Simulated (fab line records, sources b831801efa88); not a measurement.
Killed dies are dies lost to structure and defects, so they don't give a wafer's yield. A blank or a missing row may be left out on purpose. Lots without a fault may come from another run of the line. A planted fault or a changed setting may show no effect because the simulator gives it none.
Chamber matching | flow gf180mcu | GF_PASSIVATION_ETCH_11 on rie_diel-01: 4 sister chambers
The step etches the open film in CF4/O2, stops on TiN, target depth 2040 nm, time 453.3 s. 8 wafers are shown with their chamber, then 9 later ones without.

WAFERS WITH THEIR CHAMBER
wafer  | chamber | drypump_motor_current_A (A) | oes_product_au (a.u.)
L076.3 | 0       | 5.8                         | 0.970
L085.1 | 1       | 6.1                         | 1.002
L085.3 | 2       | 5.8                         | 0.993
L086.4 | 1       | 6.0                         | 0.997
L086.5 | 3       | 4.8                         | 0.996
L087.2 | 2       | 5.8                         | 0.988
L087.4 | 0       | 5.8                         | 0.960
L087.6 | 3       | 4.8                         | 0.999

WAFERS WITHOUT THEIR CHAMBER
wafer  | drypump_motor_current_A (A) | oes_product_au (a.u.)
L088.2 | 5.8                         | 0.997
L088.4 | 5.8                         | 0.976
L088.5 | 4.8                         | 0.996
L092.1 | 5.8                         | 0.982
L092.3 | 5.8                         | 0.984
L092.5 | 5.8                         | 0.974
L096.1 | 4.8                         | 0.992
L096.3 | 5.8                         | 0.981
L096.5 | 5.8                         | 0.991

WHICH CHAMBER EACH WENT THROUGH
wafer  | from the rows above     | in truth
L088.2 | 2                       | 2
L088.4 | can't be placed: 0 or 2 | 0
L088.5 | 3                       | 3
L092.1 | can't be placed: 2 or 0 | 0
L092.3 | 2                       | 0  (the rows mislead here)
L092.5 | can't be placed: 0 or 2 | 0
L096.1 | 3                       | 3
L096.3 | can't be placed: 2 or 0 | 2
L096.5 | 2                       | 2
Placed correctly: 4 of 9. Can't be placed from these rows: 4 (the true chamber is among the candidates in 4). Placed wrongly: 1.
How it was worked out, from the rows above alone: a wafer's distance from a chamber is the root of the sum, over the readings, of the square of ((its reading less the chamber's mean) divided by the reading's scatter). The wafer belongs to the nearest chamber; if the next one is less than 2 further off, it can't be placed. A chamber's mean is the mean of its shown wafers. The scatter: the root of (the sum of the squares of (reading less its chamber's mean) over the shown wafers, divided by (wafers less chambers)).
